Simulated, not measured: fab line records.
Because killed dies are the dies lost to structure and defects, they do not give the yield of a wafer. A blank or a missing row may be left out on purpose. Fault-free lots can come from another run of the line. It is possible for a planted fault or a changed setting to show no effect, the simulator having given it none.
One fault through the eyes of 2 desks + flow sky130 + each desk has only its own numbers; what lay behind them comes last

== TOOL OWNER'S DESK, pvd sputter-01 ==
The tool's own readings at SKY_CAPM_SPUTTER_02 (material TiN, target thk 200 nm, time 166.7 s): means of the sampled wafers that have a number, for each lot that ran on this tool. The brackets show how far a lot's mean lies from the usual mean; more than 4 standard deviations puts the lot out of limits, marked OUT.
Columns: A = throttle valve pct at SKY_CAPM_SPUTTER_02, usual 30.1 %
| lot  | first seen here | A    |
|------|-----------------|------|
| L328 | day 36 21:28    | 30.6 |
| L332 | day 38 07:09    | 30.0 |
| L339 | day 40 09:06    | 30.2 |
| L342 | day 41 18:37    | 30.3 |
This desk found nothing out of limits on any of the 4 lots.

== AT THE METROLOGY DESK ==
Lot by lot, what the gauges showed, no matter which tool ran the lot: averages of those sampled wafers that carry a number. The brackets show how far a lot's mean lies from the usual mean; more than 4 standard deviations puts the lot out of limits, marked OUT.
Columns: A = CAPM_TIN_RS at SKY_CAPM_RS_MEAS_03, usual 6.92 ohm/sq; B = CAPM_TIN_THK at SKY_CAPM_THK_MEAS_04, usual 200.1 nm; C = cd nm at SKY_VIA3_CD_MEAS_12, usual 200.1 nm; D = VIA4_BOW at SKY_VIA4_BOW_MEAS_03, usual 80 um
| lot  | first seen here | A    | B     | C     | D  |
|------|-----------------|------|-------|-------|----|
| L328 | day 36 21:34    | 6.91 | 200.2 | 198.9 | 78 |
| L329 | day 37 20:09    | 6.89 | 201.2 | 201.4 | 76 |
| L332 | day 38 07:18    | 6.88 | 202.2 | 197.3 | 80 |
| L333 | day 38 13:56    | 6.85 | 200.4 | 201.0 | 85 |
| L337 | day 39 18:57    | 6.96 | 200.0 | 200.6 | 82 |
| L339 | day 40 09:13    | 7.06 | 197.2 | 199.2 | 70 |
| L342 | day 41 18:44    | 6.71 | 204.6 | 199.9 | 85 |
| L344 | day 42 03:31    | 6.88 | 199.3 | 199.6 | 75 |
| L348 | day 43 03:28    | 6.97 | 196.5 | 199.9 | 73 |
| L349 | day 43 06:23    | 6.97 | 196.6 | 197.6 | 81 |
This desk found nothing out of limits on any of the 10 lots.

== TAKEN TOGETHER ==
The tool owner's desk saw nothing out of limits.
The metrology desk saw nothing out of limits.

== WHAT HAD BEEN PUT IN BY THE SIMULATOR ==
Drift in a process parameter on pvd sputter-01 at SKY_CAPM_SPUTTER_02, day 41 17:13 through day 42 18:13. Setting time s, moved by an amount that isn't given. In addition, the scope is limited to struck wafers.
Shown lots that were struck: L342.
